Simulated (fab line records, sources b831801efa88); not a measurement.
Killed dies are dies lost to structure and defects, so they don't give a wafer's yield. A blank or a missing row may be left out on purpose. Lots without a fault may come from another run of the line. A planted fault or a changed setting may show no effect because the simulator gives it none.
Split-lot experiment | flow sky130 | 5 lots, 23 wafers read, on a route of 708 steps

THE SPLIT
At SKY_VIA1_ETCH_14 (etches BARC in N2/H2, stops on SiO2, time 45.9 s, target depth 60 nm), the setting time_s was moved away from the recipe's 45.9 s on 9 of the 23 wafers read, by -11.7% to +13.2%. The other wafers ran this setting at the recipe's value.

The file shows no step between the split and the reading.

THE READING
KrF-thick_of_VIA1_COAT_07.thk_nm (the simulator's own value, which no gauge read), in nm, at SKY_VIA1_ETCH_15 (etches SiO2 in C4F8/O2/Ar, stops on TiN, target depth 351 nm, time 54 s). The file gives no usual value for it. The 14 wafers here that ran the recipe average 323.4 nm, standard deviation 1.5 nm.

wafer  | tool, chamber at the split | time_s as run, s | against the recipe | KrF-thick_of_VIA1_COAT_07.thk_nm, nm | against lot-mates on the recipe
L077.2 | rie_diel-01, 3             | 45.9             | recipe             | 322.7                                | -
L077.3 | rie_diel-01, 2             | 51.96            | +13.2%             | 315.5                                | -6.2
L077.4 | rie_diel-01, 0             | 51.96            | +13.2%             | 315.2                                | -6.5
L077.5 | rie_diel-01, 1             | 45.9             | recipe             | 320                                  | -
L077.6 | rie_diel-01, 0             | 45.9             | recipe             | 322.3                                | -
L078.1 | rie_diel-01, 0             | 45.9             | recipe             | 322.3                                | -
L078.3 | rie_diel-01, 2             | 45.9             | recipe             | 322.3                                | -
L078.2 | rie_diel-01, 1             | 43.21            | -5.9%              | 323.8                                | +1.5
L078.4 | rie_diel-01, 3             | 43.21            | -5.9%              | 326                                  | +3.7
L078.5 | rie_diel-01, 0             | 43.21            | -5.9%              | 325.1                                | +2.8
L080.1 | rie_diel-01, 1             | 40.51            | -11.7%             | 329                                  | +4.5
L080.2 | rie_diel-01, 0             | 45.9             | recipe             | 325.1                                | -
L080.4 | rie_diel-01, 1             | 45.9             | recipe             | 323                                  | -
L080.5 | rie_diel-01, 2             | 45.9             | recipe             | 325.4                                | -
L080.6 | rie_diel-01, 0             | 40.51            | -11.7%             | 330.7                                | +6.2
L081.1 | rie_diel-01, 2             | 51.8             | +12.9%             | 319.2                                | -5.5
L081.2 | rie_diel-01, 1             | 45.9             | recipe             | 323.5                                | -
L081.3 | rie_diel-01, 3             | 51.8             | +12.9%             | 319.1                                | -5.6
L081.5 | rie_diel-01, 0             | 45.9             | recipe             | 325.3                                | -
L081.6 | rie_diel-01, 3             | 45.9             | recipe             | 325.4                                | -
L082.1 | rie_diel-02, 1             | 45.9             | recipe             | 323.8                                | -
L082.4 | rie_diel-02, 2             | 45.9             | recipe             | 323.3                                | -
L082.5 | rie_diel-02, 0             | 45.9             | recipe             | 323.5                                | -

THE FIT
A straight line over all 23 wafers: KrF-thick_of_VIA1_COAT_07.thk_nm changes by -0.473 nm for each +1% of time_s; r = -0.90; the points scatter about the line by 1.6 nm.
The same after taking each lot's own level away (the mean of its wafers on the recipe; 23 wafers): -0.456 nm for each +1%; r = -0.97; scatter 0.83 nm.
On that fit, the largest move of time_s shifts the reading by 6 nm.
The lots' own levels span 321.67 to 324.73 nm, that is 2.1 times the standard deviation above.
So the lot-to-lot level changes the slope little: the two slopes agree.
Check: with one of the wafers moved furthest among these (+13.2%) left out of the fit, the line predicts -5.99 nm for it against its lot-mates. It came out at -6.17 nm against them.

THE WHOLE CHAIN: every reading that the file lists as answering this split, in the file's order
step              | what it does                                                            | reading                                                                           | change (the file's fit)               | r (the file's)
SKY_VIA1_ETCH_14  | etches BARC in N2/H2, stops on SiO2, time 45.9 s, target depth 60 nm    | KrF-thick_of_VIA1_COAT_07.thk_nm (the simulator's own value, which no gauge read) | -0.468 nm for each +1% of the setting | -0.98
SKY_VIA1_ETCH_15  | etches SiO2 in C4F8/O2/Ar, stops on TiN, target depth 351 nm, time 54 s | KrF-thick_of_VIA1_COAT_07.thk_nm (the simulator's own value, which no gauge read) | -0.454 nm for each +1% of the setting | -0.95
SKY_VIA1_STRIP_16 | strips in O2/N2                                                         | strip_time_to_endpoint_s                                                          | withheld for each +1% of the setting  | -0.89

THE FILE'S OWN FIT
KrF-thick_of_VIA1_COAT_07.thk_nm changes by -0.454 nm for each +1% of time_s, r = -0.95.
